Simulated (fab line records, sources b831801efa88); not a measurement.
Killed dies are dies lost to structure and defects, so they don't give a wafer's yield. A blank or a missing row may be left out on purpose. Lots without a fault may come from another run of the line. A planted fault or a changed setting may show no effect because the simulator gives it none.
A struck lot beside a sound one | flow sky130 | 15 steps out of a route of 708
Sound: wafers L806.1, L806.5, L806.6. Struck: wafer L811.1. (L811.6 of the same lot was not struck and is left out.) The cause comes at the end.
At each step with rows: each side's tool, then ch and its chambers, then its first start. Under that, the readings that differ: sound wafers | struck wafers | difference of the means | sigmas: that difference in standard deviations of wafers without a fault.
alike: readings whose means differ by less than 2 such deviations, and words and numbers that are the same on both sides. not compared: withheld readings, readings that some wafer has no value for, bounds like >300 that may hide the same value, and numbers for which the record gives no deviation and whose values overlap.
The two part at a step that has a row with sigmas, a row that says differs or no value, or rows on one side only. Numbers that don't overlap but have no deviation are shown without sigmas and don't part them. A reading that every wafer of one side lacks parts them only if that side has two wafers or more.

first, 5 steps without rows for these wafers: SKY_VT_ADJUST_PCH_COAT_02 (resist thk 3000 nm); SKY_VT_ADJUST_PCH_SOFTBAKE_03; SKY_VT_ADJUST_PCH_EXPOSE_04 (exposes mask NWM, target cd 840 nm); SKY_VT_ADJUST_PCH_PEB_05; SKY_VT_ADJUST_PCH_DEVELOP_06 (develop time 60 s).
SKY_VT_ADJUST_PCH_OVL_MEAS_07:
  sound on overlay-02, day 11 17:50; struck on overlay-02, day 13 00:20
  alike: VT_ADJUST_PCH_OVL
then, 1 step without rows for these wafers: SKY_VT_ADJUST_PCH_IMPLANT_08.
SKY_VT_ADJUST_PCH_STRIP_09: strips in O2/N2.
  sound on plasma_asher-02 ch 0,1, day 11 18:01; struck on plasma_asher-04 ch 1, day 13 00:31
  alike: drypump_motor_current_A, oes_product_au, strip_time_to_endpoint_s
  not compared: rf_hours_counter_h
SKY_VT_ADJUST_PCH_TW_MEAS_10:
  sound on film_metro-03, day 11 18:07; struck on film_metro-02, day 13 00:37
  reading          | sound             | struck | difference | sigmas
  VT_ADJUST_PCH_TW | 141.8 142.9 142.6 | 140.2  | -2.2       | -2
then, 3 steps without rows for these wafers: SKY_SONOS_TUNNEL_DEHYDRATE_00 (time 60 s); SKY_SONOS_TUNNEL_HMDS_01 (prime time 60 s); SKY_SONOS_TUNNEL_COAT_02 (resist thk 1140 nm).
SKY_SONOS_TUNNEL_SOFTBAKE_03: time 60 s.
  sound on litho_track-01 ch 0, day 12 05:35; struck on litho_track-01 ch 0, day 13 11:47
  reading                  | sound             | struck | difference | sigmas
  heater_power_total_W (W) | 56.56 56.57 56.59 | 57.06  | +0.49      | +12
  run_length_s (s)         | 89.27 89.35 89.35 | 87.38  | -1.94      | -8
then, 1 step without rows for these wafers: SKY_SONOS_TUNNEL_EXPOSE_04 (exposes mask TUNM, target cd 410 nm).
-- the record jumps here: 34 days lie between the struck wafers' starts before and after (it left off in module SONOS_TUNNEL and takes up again in module PAD_OPEN, whose first step shown is number 708 of the route) --
SKY_PAD_OPEN_PROBE_99:
  sound on prober-02, day 46 19:56; struck on prober-02, day 47 22:34
  reading         | sound     | struck | difference | sigmas
  killed_at_other | 0 0 0     | 2      | +2         | +3
  killed_dies     | 85 100 87 | 71     | -20        | -2
  killed_open     | 48 65 46  | 35     | -18        | -3
  alike: killed_at_M0_to_M3, killed_at_M4_up, killed_at_contacts, killed_at_front_end, killed_short

WHERE THEY PART
First at SKY_VT_ADJUST_PCH_TW_MEAS_10; last, within this record, at SKY_PAD_OPEN_PROBE_99.

WHY: what the simulator had put in
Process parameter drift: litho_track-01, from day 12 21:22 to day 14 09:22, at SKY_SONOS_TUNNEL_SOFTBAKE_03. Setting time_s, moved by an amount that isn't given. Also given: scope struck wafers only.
